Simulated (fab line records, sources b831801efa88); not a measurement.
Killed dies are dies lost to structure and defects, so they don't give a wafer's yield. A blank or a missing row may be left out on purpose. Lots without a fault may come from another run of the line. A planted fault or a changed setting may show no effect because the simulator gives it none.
fab line records | flow gf180mcu
record lots=14 wafers=42 last_day=32
route steps=602 shown POLY_GATE@166 HV_LDD@214 CONTACT@314 V1@336
lots that met no fault: from a run of the same line without faults
start_h: hours from the record's first day to the start of the lot's first wafer shown | wait_h: hours since the lot's step before | " the same as in the row above | L1.1+2: a row that stands for several wafers | - no value, or no start given | * or withheld: withheld | < > ~ a bound
route shown NAME@n: a module of which the file shows steps, and the number in the route of the first | usual: mean/standard deviation of fault-free wafers | same: alike in all rows | chamber/n: place in a boat | sites: the reading at each site | _std_site: their standard deviation | _edge_site: outer sites' mean less inner sites' | radius_mm: how far each site lies from the wafer's centre | mask NAME#n: copy n | behind: the tool/chamber that last shaped the wafer | hold: why the lot was held/for how many hours/how that ended | device: the transistor (n, p or np) that didn't switch | end of line: the same wafers' tests at the end of the route | a step without rows: its recipe alone | killed: dies lost to structure and defects at the first sort, not the wafer's yield | map: a wafer's dies, x killed, . not, _ none there
set.NAME: the setting as run; set.NAME@STEP: as run at that earlier step | model.NAME: the simulator's own value behind a step, which no gauge read
steps of the route over a sample of lots; a table a step, a row a wafer
services: from which hour (start_h, from the record's first day; less than 0 if before it) a tool's chamber was out of use, for how many hours, and why
## steps
# step GF_POLY_GATE_DEVELOP_09
# recipe develop_time_s=60 resist=KrF dev_temp_c=21
# usual chill_plate_temp_C=22.99/0.11 develop_time_s=60/0
# columns lot.wafer tool chamber start_h wait_h chill_plate_temp_C develop_time_s
L471.1 litho_track-04 0 191.37 0.2 22.95 60
L471.4 " 0 " " 22.99 60
L471.6 " 0 " " 22.96 60
L472.2 litho_track-01 0 193.94 0.2 23.08 60
L472.4 " 0 " " 23.09 60
L472.6 " 0 " " 22.86 60
L473.1 litho_track-01 0 203.46 0.2 23.09 60
L473.5 " 0 " " 23.10 60
L473.6 " 0 " " 23.15 60
L474.2 litho_track-02 0 212.89 0.2 22.95 60
L474.5 " 0 " " 22.99 60
L474.6 " 0 " " 22.91 60
L475.3 litho_track-02 0 216.42 0.1 22.97 60
L475.4 " 0 " " 23.00 60
L475.6 " 0 " " 23.01 60
L476.1 litho_track-01 0 222.36 0.2 22.99 60
L476.3 " 0 " " 23.02 60
L476.5 " 0 " " 23.22 60
L477.2 litho_track-01 0 235.69 0.2 22.92 60
L477.3 " 0 " " 23.12 60
L477.5 " 0 " " 22.87 60
L478.2 litho_track-01 0 241.04 0.2 22.91 60
L478.5 " 0 " " 22.91 60
L478.6 " 0 " " 23.05 60
L479.1 litho_track-02 0 255.76 0.2 22.85 60
L479.4 " 0 " " 22.98 60
L479.6 " 0 " " 22.91 60
L480.2 litho_track-04 0 269.60 0.2 23.16 60
L480.3 " 0 " " 22.94 60
L480.4 " 0 " " 22.80 60
L482.4 litho_track-04 0 287.80 0.1 23.02 60
L482.5 " 0 " " 22.90 60
L482.6 " 0 " " 23.05 60
L485.2 litho_track-04 0 304.60 0.2 22.88 60
L485.3 " 0 " " 22.94 60
L485.6 " 0 " " 23.03 60
L487.1 litho_track-02 - 317.76 0.2 - -
L487.2 " - " " - -
L487.4 " - " " - -
L486.2 litho_track-02 - 320.04 0.2 - -
L486.4 " - " " - -
L486.6 " - " " - -
# step GF_HV_LDD_TW_MEAS_38
# usual HV_LDD_3_TW=1438/7
# columns lot.wafer tool chamber start_h wait_h HV_LDD_3_TW
L471.1 film_metro-01 - 248.52 0.1 1437
L471.4 " - " " 1444
L471.6 " - " " 1447
L472.2 film_metro-04 - 251.78 0.1 1443
L472.4 " - " " 1435
L472.6 " - " " 1444
L473.1 film_metro-01 - 260.22 0.1 1441
L473.5 " - " " 1443
L473.6 " - " " 1447
L474.2 film_metro-04 - 273.93 0.1 1437
L474.5 " - " " 1444
L474.6 " - " " 1429
L475.3 film_metro-03 - 274.69 0.1 1430
L475.4 " - " " 1430
L475.6 " - " " 1427
L476.1 film_metro-01 - 281.67 0.1 1444
L476.3 " - " " 1441
L476.5 " - " " 1449
L477.2 film_metro-03 - 296.73 0.1 1439
L477.3 " - " " 1421
L477.5 " - " " 1432
L478.2 film_metro-04 - 302.28 0.1 1435
L478.5 " - " " 1431
L478.6 " - " " 1435
L479.1 film_metro-04 - 316.82 0.1 1441
L479.4 " - " " 1438
L479.6 " - " " 1433
L480.2 film_metro-01 - 332.83 0.1 1453
L480.3 " - " " 1445
L480.4 " - " " 1449
L482.4 film_metro-03 - 353.70 0.1 1424
L482.5 " - " " 1430
L482.6 " - " " 1434
L485.2 film_metro-04 - 370.53 0.1 1435
L485.3 " - " " 1435
L485.6 " - " " 1436
# step GF_CONTACT_CMP_27
# recipe stop_on=SiO2 down_force_psi=3.5 platen_rpm=60 t_overpolish_s=15 target_thk_nm=0 pad_velocity_m_s=0.94248
# usual motor_current_A=10.5/0.83 overpolish_run_s=15.001/0.0092 time_to_endpoint_s=71/3.2
# columns lot.wafer tool chamber start_h wait_h motor_current_A overpolish_run_s time_to_endpoint_s
L471.1 cmp-02 0 356.14 0.2 11.0 14.999 68
L471.4 " 1 " " 11.7 15.006 71
L471.6 " 0 " " 11.4 14.986 66
L472.2 cmp-02 2 359.51 0.1 9.9 14.989 71
L472.4 " 3 " " 10.5 15.033 67
L472.6 " 2 " " 9.4 15.003 72
L473.1 cmp-01 0 369.01 0.1 10.0 14.987 66
L473.6 " 2 " " 11.2 14.992 71
L473.5 " 3 " " 9.8 14.984 67
L474.2 cmp-01 3 383.83 0.0 9.6 14.994 72
L474.5 " 3 " " 10.2 14.994 73
L474.6 " 0 " " 10.6 15.006 65
L475.3 cmp-02 0 386.06 0.1 10.4 14.988 71
L475.4 " 1 " " 11.6 14.999 73
L475.6 " 3 " " 10.4 14.991 69
L476.3 cmp-01 3 392.97 0.0 10.8 15.010 70
L476.1 " 2 " " 11.5 14.984 70
L476.5 " 0 " " 10.4 15.011 66
L477.3 cmp-02 1 409.67 0.1 11.8 14.990 72
L477.2 " 3 " " 10.4 15.010 70
L477.5 " 1 " " 12.3 15.011 70
L478.2 cmp-01 1 417.11 0.1 11.0 14.996 72
L478.6 " 3 " " 9.5 15.002 69
L478.5 " 0 " " 9.7 15.002 69
L479.4 cmp-01 2 434.46 0.1 11.5 15.001 67
L479.1 " 3 " " 9.8 15.021 66
L479.6 " 2 " " 11.4 14.998 68
L480.4 cmp-01 1 450.94 0.0 11.5 14.989 71
L480.3 " 3 " " 9.6 15.017 69
L480.2 " 0 " " 9.9 14.993 66
L482.4 cmp-02 2 475.37 0.0 9.4 14.999 74
L482.6 " 2 " " 9.2 15.001 76
L482.5 " 3 " " 10.1 14.998 67
L485.3 cmp-01 0 495.36 0.1 10.3 15.012 68
L485.2 " 2 " " 11.2 15.002 75
L485.6 " 3 " " 10.0 15.001 71
# step GF_V1_THK_MEAS_01
# recipe reads=SiO2_of_V1_CVD_00
# usual V1_CVD_00_THK=598/6.4
# columns lot.wafer tool chamber start_h wait_h V1_CVD_00_THK[nm]
L471.1 film_metro-04 - 378.69 0.0 607
L471.4 " - " " 598
L471.6 " - " " 594
L472.2 film_metro-02 - 383.21 0.0 594
L472.4 " - " " 602
L472.6 " - " " 606
L473.1 film_metro-02 - 393.00 0.0 595
L473.5 " - " " 595
L473.6 " - " " 598
L474.2 film_metro-02 - 408.35 0.1 596
L474.5 " - " " 602
L474.6 " - " " 602
L475.3 film_metro-03 - 411.12 0.1 608
L475.4 " - " " 608
L475.6 " - " " 598
L476.1 film_metro-03 - 418.24 0.1 598
L476.3 " - " " 597
L476.5 " - " " 591
L477.2 film_metro-02 - 435.04 0.1 607
L477.3 " - " " 596
L477.5 " - " " 601
L478.2 film_metro-04 - 442.52 0.0 590
L478.5 " - " " 599
L478.6 " - " " 593
L479.1 film_metro-02 - 460.19 0.0 601
L479.4 " - " " 592
L479.6 " - " " 598
L480.2 film_metro-02 - 476.48 0.0 588
L480.3 " - " " 593
L480.4 " - " " 591
L482.4 film_metro-04 - 500.48 0.0 599
L482.5 " - " " 593
L482.6 " - " " 589
L485.2 film_metro-02 - 519.85 0.1 589
L485.3 " - " " 584
L485.6 " - " " 595
## services
# columns tool chamber start_h hours kind
cmp-02 - 181.41 0.8 repair
cmp-01 - 198.97 6.6 pm
cmp-02 - 199.42 1.8 repair
cmp-02 - 209.40 3.9 repair
cmp-01 - 232.00 4.0 pm
cmp-01 - 236.00 - consumable_replace:conditioner
cmp-01 - 236.00 - consumable_replace:pad
cmp-02 - 236.16 7.3 pm
cmp-02 - 260.32 0.3 repair
cmp-02 - 279.13 0.3 repair
cmp-02 - 290.85 0.7 repair
cmp-01 - 306.53 3.2 repair
cmp-02 - 309.17 4.4 repair
cmp-01 - 352.12 12.5 pm
cmp-02 - 366.80 15.1 pm
cmp-02 - 404.00 4.0 pm
cmp-02 - 408.00 - consumable_replace:conditioner
cmp-02 - 408.00 - consumable_replace:pad
cmp-01 - 408.13 0.9 repair
cmp-02 - 424.36 4.6 repair
cmp-01 - 428.93 3.3 pm
cmp-02 - 432.24 4.4 pm
cmp-01 - 464.25 0.2 repair
## key
first_sign step=GF_POLY_GATE_DEVELOP_09 reading=tool_record direction=missing
effect none on later readings
met_at GF_POLY_GATE_DEVELOP_09
struck_lots L486,L487
later_rows_left_out L486.2,L486.4,L486.6,L487.1,L487.2,L487.4
sort_left_out L486.2,L486.4,L486.6,L487.1,L487.2,L487.4
tester_left_out L486,L487
not_acting_at GF_HV_LDD_TW_MEAS_38,GF_CONTACT_CMP_27,GF_V1_THK_MEAS_01
onset_between 255.76 317.76
fault kind=skipped_step_whole tool=litho_track-02 chamber=- onset_h=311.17 steps=GF_POLY_GATE_DEVELOP_09 scope=struck_lots_only
# tester_left_out: of these lots the tester's yield and bins aren't shown, on N5 and GAA mostly nor the transistor test; their killed dies are dies lost to structure and defects alone, not to doping, threshold or leakage, so they don't give the yield
# sort_left_out: the simulated sort isn't trusted on such a fault, so these wafers' sort isn't shown, and their yield isn't known
# later_rows_left_out: the simulator's readings of these wafers behind a module that went badly wrong aren't trusted and aren't shown, but for the sort
